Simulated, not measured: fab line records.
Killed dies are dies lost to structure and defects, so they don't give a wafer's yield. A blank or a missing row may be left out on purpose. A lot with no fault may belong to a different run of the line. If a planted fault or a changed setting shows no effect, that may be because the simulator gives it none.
Chamber matching / flow sky130 / rieDiel-01 running SKY_CONTACT_ETCH_17: 4 sister chambers
The step etches SiO2 in C4F8/O2/Ar, stops on Si3N4, target depth 340 nm. 8 wafers are shown with their chamber, then 7 later ones without.

## EACH WAFER AND ITS CHAMBER
wafer=L075.1; chamber=3; oesProductAu (a.u.)=0.882; biasW (W)=1201
wafer=L076.1; chamber=1; oesProductAu (a.u.)=0.898; biasW (W)=1204
wafer=L080.4; chamber=1; oesProductAu (a.u.)=0.889; biasW (W)=1198
wafer=L081.2; chamber=2; oesProductAu (a.u.)=0.897; biasW (W)=1200
wafer=L081.4; chamber=0; oesProductAu (a.u.)=0.888; biasW (W)=1195
wafer=L081.5; chamber=0; oesProductAu (a.u.)=0.892; biasW (W)=1198
wafer=L084.1; chamber=2; oesProductAu (a.u.)=0.888; biasW (W)=1198
wafer=L084.4; chamber=3; oesProductAu (a.u.)=0.890; biasW (W)=1206

## WAFERS WHOSE CHAMBER IS MISSING
wafer=L084.6; oesProductAu (a.u.)=0.894; biasW (W)=1202
wafer=L087.1; oesProductAu (a.u.)=0.882; biasW (W)=1199
wafer=L087.5; oesProductAu (a.u.)=0.892; biasW (W)=1203
wafer=L087.6; oesProductAu (a.u.)=0.887; biasW (W)=1204
wafer=L097.3; oesProductAu (a.u.)=0.887; biasW (W)=1203
wafer=L097.4; oesProductAu (a.u.)=0.893; biasW (W)=1203
wafer=L097.5; oesProductAu (a.u.)=0.890; biasW (W)=1199

## WHICH CHAMBER EACH ONE RAN IN
wafer=L084.6; from the rows above=can't be placed: 1 or 2 or 3 or 0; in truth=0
wafer=L087.1; from the rows above=can't be placed: 3 or 0 or 2 or 1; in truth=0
wafer=L087.5; from the rows above=can't be placed: 1 or 3 or 2 or 0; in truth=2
wafer=L087.6; from the rows above=can't be placed: 3 or 1 or 2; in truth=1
wafer=L097.3; from the rows above=can't be placed: 3 or 1 or 2 or 0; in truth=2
wafer=L097.4; from the rows above=can't be placed: 1 or 3 or 2 or 0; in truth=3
wafer=L097.5; from the rows above=can't be placed: 2 or 0 or 1 or 3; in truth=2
Correctly placed: 0 of 7. Unplaceable from these rows: 7, with the true chamber sitting among the candidates in 7. Placed wrongly: 0.
How it was worked out, from the rows above alone: a wafer's distance from a chamber is the root of the sum, over the readings, of the square of ((its reading less the chamber's mean) divided by the reading's scatter). If the next closest chamber is less than 2 further off than the closest, the wafer can't be placed; otherwise it belongs to the closest. A chamber's mean is the mean of its shown wafers. The scatter: take each reading less its chamber's mean, square it, sum over the shown wafers, divide by the number of wafers less the number of chambers, and take the root.
